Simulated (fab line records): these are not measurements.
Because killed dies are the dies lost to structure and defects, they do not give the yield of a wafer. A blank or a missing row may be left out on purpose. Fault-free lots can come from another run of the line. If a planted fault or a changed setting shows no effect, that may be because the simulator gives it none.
Code-filled problem report in 8D (eight disciplines) form / flow sky130 / the parts of the form that need people (team, actions taken, sign-off) are left out

1. THE PROBLEM
At SKY_METAL2_STRIP_20, strip time to endpoint s averages 2.41 s over 3 wafers from 2 lots, while fault-free wafers read 2.70 s, standard deviation 0.049. That is -5.9 standard deviations from the usual mean.
The step: strips in O2/N2.
First observed at day 40 20:31: wafer L170.3, on plasma asher-04. The record holds 32 wafers of 11 lots with a number at this step. By rule, "out" or "out of limits" means more than 4 standard deviations away from the usual mean. The rest of the wafers with a number are treated as sound.

2. WHAT IT IS, WHAT IT ISN'T
question=which readings at this step | is=strip time to endpoint s | is not=drypump motor current A, o2 flow sccm
question=which lots | is=L170, L173 | is not=L156, L157, L158, L159, L160, L161, L167, L168, L171
question=which wafers of those lots | is=L170.3, L170.6, L173.6 | is not=L170.4, L173.1
question=read on which tools | is=plasma asher-02, plasma asher-04 | is not=plasma asher-01
question=when | is=from day 40 20:31 | is not=up to then (28 sound wafers); but 1 sound wafer of L173 came after

3. SUSPECTS, AND WHAT RULES EACH OUT
Counting: if a tool at a process step up to the reading ran every lot that is out, it stays a suspect. Sound lots after the first of them don't rule it out here, since some wafers of a struck lot are sound.
- pvd sputter-01 at SKY_CONTACT_SPUTTER_23 (material TiN, target thk 20 nm, time 80 s): kept. Ran every lot that is out, first one L170 (day 37 11:46); last sound lot up to then L168 (day 35 02:43).
- rie metal-04 at SKY_METAL2_ETCH_18 (etches BARC in N2/H2, stops on SiO2, time 45.9 s, target depth 60 nm): kept. Ran every lot that is out, first one L170 (day 40 20:21); last sound lot up to then L171 (day 40 18:02).
What counting leaves: pvd sputter-01 at SKY_CONTACT_SPUTTER_23 and rie metal-04 at SKY_METAL2_ETCH_18.

4. THE CAUSE (what the simulator had put in)
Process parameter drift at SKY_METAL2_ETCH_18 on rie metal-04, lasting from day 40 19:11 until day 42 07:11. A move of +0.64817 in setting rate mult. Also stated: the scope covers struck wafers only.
Counting leaves 2 suspects; this tool is one of them.

5. SEQUENCE OF EFFECTS, ordered by route
Each row: a reading whose mean over the struck wafers that have a number lies more than 3 standard deviations from the usual. Only readings for which the record gives a usual standard deviation are gone through. hours: the time from each lot's start at the first step in this table that gives one to its start at this step, as a median over the lots. sigmas: the change in usual standard deviations.
hours=0; step=SKY_METAL2_STRIP_20; reading=strip time to endpoint s; usual=2.70 s; on struck wafers=2.41; change=-0.29; sigmas=-5.9
The process steps in it:
- SKY_METAL2_STRIP_20: strips in O2/N2.

6. WHAT WOULD HAVE CAUGHT IT SOONER
In this record the first reading out of limits was taken at day 40 20:31, 1 hour after the fault began at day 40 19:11.
An alarm limit of 4 standard deviations would not have fired on the tool readings at SKY_METAL2_ETCH_18 for which the record gives a usual standard deviation, since none of them was out on any struck wafer.
Of the lots that are out (2), L173 began SKY_METAL2_ETCH_18 on rie metal-04 after day 40 20:31. It would have been spared by a hold on the tool at that moment.
